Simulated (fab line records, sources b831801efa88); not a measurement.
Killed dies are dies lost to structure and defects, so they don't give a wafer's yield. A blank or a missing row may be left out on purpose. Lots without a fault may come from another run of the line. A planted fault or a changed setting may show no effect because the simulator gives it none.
Which tool did it? | flow sky130 | 13 lots, 39 wafers sampled, at 2 steps of a route of 708

WHAT THE GAUGES READ, wafer by wafer
SKY_CONTACT_BOW_MEAS_05. Usual: CONTACT_BOW 83 um, standard deviation 6.6.
lot  | measured     | on            | CONTACT_BOW (um) | flag
L583 | day 30 22:10 | film_metro-04 | 84 89 86         |
L584 | day 30 23:41 | film_metro-01 | 91 83 73         |
L585 | day 31 16:55 | film_metro-04 | 82 92 90         |
L588 | day 32 12:06 | film_metro-01 | 75 88 75         |
L589 | day 32 18:42 | film_metro-01 | 75 89 93         |
L590 | day 33 15:54 | film_metro-03 | 75 79 90         |
L597 | day 35 10:28 | film_metro-04 | 75 85 80         |
L600 | day 35 22:11 | film_metro-04 | 80 82 88         |
L599 | day 36 03:18 | film_metro-03 | 94 75 79         |
L601 | day 36 13:40 | film_metro-01 | 76 77 79         |
L602 | day 36 19:09 | film_metro-03 | 96 91 80         |
L603 | day 37 01:07 | film_metro-04 | 81 81 83         |
L605 | day 37 20:19 | film_metro-03 | 82 90 77         |

WHICH TOOL RAN EACH LOT (tool, then ch and the chambers of the sampled wafers, then the start)
lot  | SKY_LDD_N_IMPLANT_11
L583 | implanter-01 ch 0, day 18 07:44
L584 | implanter-03 ch 0, day 18 07:48
L585 | implanter-03 ch 0, day 19 02:17
L588 | implanter-02 ch 0, day 20 05:28
L589 | implanter-01 ch 0, day 20 09:30
L590 | implanter-01 ch 0, day 21 00:18
L597 | implanter-03 ch 0, day 23 11:49
L600 | implanter-01 ch 0, day 24 04:08
L599 | implanter-02 ch 0, day 24 06:14
L601 | implanter-03 ch 0, day 24 18:51
L602 | implanter-02 ch 0, day 24 23:09
L603 | implanter-03 ch 0, day 25 06:25
L605 | implanter-03 ch 0, day 26 06:24
- SKY_LDD_N_IMPLANT_11

WHAT THE TOOLS THEMSELVES READ (means of the sampled wafers that have a number; where no wafer has one, the mark that the record gives instead)
SKY_LDD_N_IMPLANT_11. Usual: dose_ions_cm2 7.501e+13, standard deviation 8.4e+10; faraday_current_uA 423, standard deviation 7.9.
lot  | tool         | dose_ions_cm2 | faraday_current_uA | flag
L583 | implanter-01 | 7.506e+13     | 426                |
L584 | implanter-03 | 7.500e+13     | 424                |
L585 | implanter-03 | 7.495e+13     | 420                |
L588 | implanter-02 | 7.502e+13     | 425                |
L589 | implanter-01 | 6.928e+13     | 387                | OFF
L590 | implanter-01 | 6.927e+13     | 395                | OFF
L597 | implanter-03 | 7.496e+13     | 420                |
L600 | implanter-01 | 7.499e+13     | 427                |
L599 | implanter-02 | 7.499e+13     | 424                |
L601 | implanter-03 | 7.511e+13     | 422                |
L602 | implanter-02 | 7.492e+13     | 422                |
L603 | implanter-03 | 7.502e+13     | 430                |
L605 | implanter-03 | 7.496e+13     | 423                |

THE ANSWER, worked out from the rows above alone
Rule: a lot is off if the mean of its wafers that have a number lies more than 3 standard deviations from the usual mean. A lot without any number at a reading at which 4 lots or more have one is off too. The other lots that the step has rows for count as sound. The gauges are gone through in route order, then the tools' own readings, and for those a lot's mean is taken as printed above. The first step at which some lot is off is used, and at that step the reading that is off furthest; a lot without a number counts as furthest.
Off: L589, L590, at SKY_LDD_N_IMPLANT_11 (dose_ions_cm2).
A tool fits if, at that step or a process step before it, it ran every lot that is off, and no sound lot after the first of them. None of those tried fits.

WHAT THE SIMULATOR HAD PUT IN
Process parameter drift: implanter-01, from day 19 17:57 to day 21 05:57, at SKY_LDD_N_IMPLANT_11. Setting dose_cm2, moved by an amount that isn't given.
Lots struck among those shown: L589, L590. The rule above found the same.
